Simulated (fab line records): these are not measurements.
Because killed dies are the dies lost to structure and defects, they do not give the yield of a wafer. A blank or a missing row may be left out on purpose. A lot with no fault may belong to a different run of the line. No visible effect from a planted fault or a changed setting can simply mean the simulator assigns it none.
Problem report, 8D (eight disciplines) form, completed by code :: flow sky130 :: the parts of the form that need people (team, actions taken, sign-off) are left out

1. WHAT WENT WRONG
Mean SD_N_OVL at SKY_SD_N_OVL_MEAS_08: 270.2 nm over 12 wafers in 4 lots; fault-free wafers: 0.9 nm, standard deviation 1.3. So: +99 or more standard deviations from the usual mean.
Earliest sighting: wafer L978.2 on overlay-02 at day 31 20:32. The record has a number at this step for 39 wafers belonging to 13 lots. Rule for "out" (also "out of limits"): further than 4 standard deviations from the usual mean. The other wafers with a number count as sound.

2. WHAT IT IS; WHAT IT IS NOT
question: which readings at this step
is: SD_N_OVL
is not: -

question: which lots
is: L978, L980, L982, L985
is not: L969, L970, L973, L974, L976, L977, L983, L989, L992

question: which wafers of those lots
is: all that have a number
is not: -

question: read on which gauges
is: overlay-01, overlay-02
is not: -

question: when
is: from day 31 20:32
is not: up to then (18 sound wafers); but 9 sound wafers of L983, L989, L992 came after

3. WHAT RULES OUT EACH SUSPECT
Counting: any tool at a process step up to the reading is kept as a suspect provided that every lot that is out went through it and no sound lot did after the first of them.
- the gauge at SKY_SD_N_OVL_MEAS_08: ruled out. 2 gauges (overlay-01, overlay-02) read the wafers that are out.
- iline_stepper-01 at SKY_SD_N_EXPOSE_04 (exposes mask NSDM, target cd 380 nm): kept. It ran every lot that is out, first L978 (day 31 07:14), and no sound lot after that; its last sound lot up to then is L977 (day 30 23:39).
Remaining after the count: iline_stepper-01 at SKY_SD_N_EXPOSE_04.

4. THE CAUSE (what the simulator had put in)
Scanner matching overlay: iline_stepper-01, from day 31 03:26 on, at SKY_SD_N_EXPOSE_04. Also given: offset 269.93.
Only this tool survived the counting.

5. SEQUENCE OF EFFECTS, ordered by route
Rows list readings where the struck wafers' mean (over those with a number) sits beyond 3 standard deviations from the usual. Scope: only readings with a usual standard deviation given in the record; hours: median across lots of the time from each lot's start at the first step in this table that gives one to its start at this step; sigmas: change in usual standard deviations.
hours: 0
step: SKY_SD_N_OVL_MEAS_08
reading: SD_N_OVL
usual: 0.9 nm
on struck wafers: 270.2
change: +269.3
sigmas: +99 or more

hours: 405
step: SKY_PAD_OPEN_PROBE_99
reading: killed_at_front_end
usual: 14
on struck wafers: 424
change: +410
sigmas: +99 or more

hours: 405
step: SKY_PAD_OPEN_PROBE_99
reading: killed_dies
usual: 85
on struck wafers: 492
change: +407
sigmas: +41

hours: 405
step: SKY_PAD_OPEN_PROBE_99
reading: killed_on_rim
usual: 17
on struck wafers: 96
change: +79
sigmas: +21
It contains these process steps:
- SKY_PAD_OPEN_PROBE_99
Later measuring or inspecting steps at which every struck wafer that the step has a row for has a number for every such reading, and none has moved that far: SKY_LI_CONTACT_BOW_MEAS_03, SKY_LI_CONTACT_OVL_MEAS_13.

6. HOW IT WOULD HAVE BEEN CAUGHT EARLIER
The first out-of-limits reading at a measuring or inspecting step in this record came at day 31 20:32, 17 hours after the fault's start at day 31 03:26.
Among the 4 lots that are out, L980, L982, L985 began SKY_SD_N_EXPOSE_04 on iline_stepper-01 after day 31 20:32. A hold on the tool at that time would have spared those 3.
